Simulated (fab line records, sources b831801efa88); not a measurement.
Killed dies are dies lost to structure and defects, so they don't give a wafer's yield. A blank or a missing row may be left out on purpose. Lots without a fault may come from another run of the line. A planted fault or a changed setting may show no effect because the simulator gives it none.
Chamber matching | flow gf180mcu | GF_V3_CMP_26 on cmp-01: 4 sister chambers
The step polishes, stops on SiO2, t overpolish 15 s, target thk 0 nm. 33 wafers are shown with their chamber, then 12 later ones without.

WAFERS WITH THEIR CHAMBER
wafer  | chamber | motor_current_A (A) | platen_rpm (rpm) | time_to_endpoint_s (s)
L076.2 | 0       | 10.3                | 59.96            | 88
L076.3 | 3       | 11.7                | 60.04            | 87
L076.5 | 3       | 11.3                | 60.00            | 86
L077.3 | 1       | 10.7                | 60.04            | 83
L077.4 | 2       | 10.2                | 59.97            | 81
L077.5 | 0       | 10.5                | 60.03            | 82
L078.1 | 1       | 10.7                | 60.04            | 84
L078.3 | 2       | 10.2                | 59.93            | 83
L078.6 | 3       | 11.8                | 59.96            | 87
L081.1 | 2       | 10.2                | 59.97            | 82
L081.4 | 1       | 10.8                | 59.99            | 84
L081.6 | 3       | 11.2                | 59.96            | 87
L083.1 | 1       | 10.4                | 59.98            | 84
L083.5 | 3       | 11.8                | 60.03            | 84
L083.6 | 2       | 10.6                | 59.95            | 89
L084.1 | 1       | 10.5                | 59.98            | 83
L084.5 | 3       | 11.8                | 59.96            | 84
L084.6 | 0       | 10.1                | 59.95            | 83
L085.1 | 0       | 10.4                | 60.04            | 89
L085.2 | 3       | 12.0                | 59.95            | 83
L085.4 | 1       | 10.4                | 60.04            | 82
L088.1 | 0       | 10.2                | 59.99            | 85
L088.2 | 2       | 10.4                | 60.04            | 85
L088.3 | 3       | 11.1                | 60.01            | 84
L089.2 | 1       | 10.4                | 60.03            | 90
L089.3 | 3       | 12.5                | 59.97            | 86
L089.5 | 2       | 10.3                | 59.96            | 85
L090.2 | 0       | 10.0                | 60.03            | 89
L090.3 | 2       | 10.2                | 60.01            | 90
L090.5 | 3       | 11.9                | 59.90            | 88
L093.1 | 2       | 10.0                | 60.02            | 87
L093.3 | 0       | 9.7                 | 60.05            | 92
L093.4 | 1       | 10.8                | 60.00            | 87

SIGNATURES (means of the wafers above)
reading            | chamber 0 | chamber 1 | chamber 2 | chamber 3 | scatter within a chamber
motor_current_A    | 10.171    | 10.588    | 10.262    | 11.710    | 0.291
platen_rpm         | 60.0071   | 60.0125   | 59.9813   | 59.9780   | 0.0377
time_to_endpoint_s | 86.86     | 84.62     | 85.25     | 85.60     | 2.8
Rule: a wafer's distance from a chamber is the root of the sum, over the readings, of the square of ((its reading less the chamber's mean) divided by the reading's scatter). The wafer belongs to the nearest chamber; if the next one is less than 2 further off, it can't be placed. The scatter: the root of (the sum of the squares of (reading less its chamber's mean) over the shown wafers, divided by (wafers less chambers)).

WAFERS WITHOUT THEIR CHAMBER
wafer  | motor_current_A (A) | platen_rpm (rpm) | time_to_endpoint_s (s)
L094.1 | 10.3                | 60.02            | 88
L094.4 | 10.8                | 59.98            | 87
L094.5 | 9.9                 | 59.99            | 88
L095.1 | 12.2                | 59.99            | 89
L095.4 | 10.3                | 60.06            | 90
L095.6 | 10.9                | 60.00            | 87
L096.2 | 11.4                | 59.99            | 91
L096.4 | 10.5                | 59.93            | 88
L096.5 | 11.4                | 59.99            | 88
L097.2 | 10.4                | 60.00            | 88
L097.4 | 10.5                | 59.93            | 91
L097.5 | 11.1                | 59.97            | 89

WHICH CHAMBER EACH WENT THROUGH
wafer  | from the rows above               | in truth
L094.1 | can't be placed: 0 or 2 or 1      | 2
L094.4 | can't be placed: 1 or 2 or 0 or 3 | 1
L094.5 | can't be placed: 0 or 2 or 1      | 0
L095.1 | 3                                 | 3
L095.4 | can't be placed: 0 or 1 or 2      | 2
L095.6 | can't be placed: 1 or 2 or 0 or 3 | 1
L096.2 | can't be placed: 3 or 1           | 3
L096.4 | can't be placed: 2 or 0 or 1      | 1
L096.5 | can't be placed: 3 or 1           | 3
L097.2 | can't be placed: 0 or 2 or 1      | 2
L097.4 | can't be placed: 2 or 0 or 1      | 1
L097.5 | can't be placed: 3 or 1 or 2 or 0 | 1
Placed correctly: 1 of 12. Can't be placed from these rows: 11 (the true chamber is among the candidates in 11). Placed wrongly: 0.
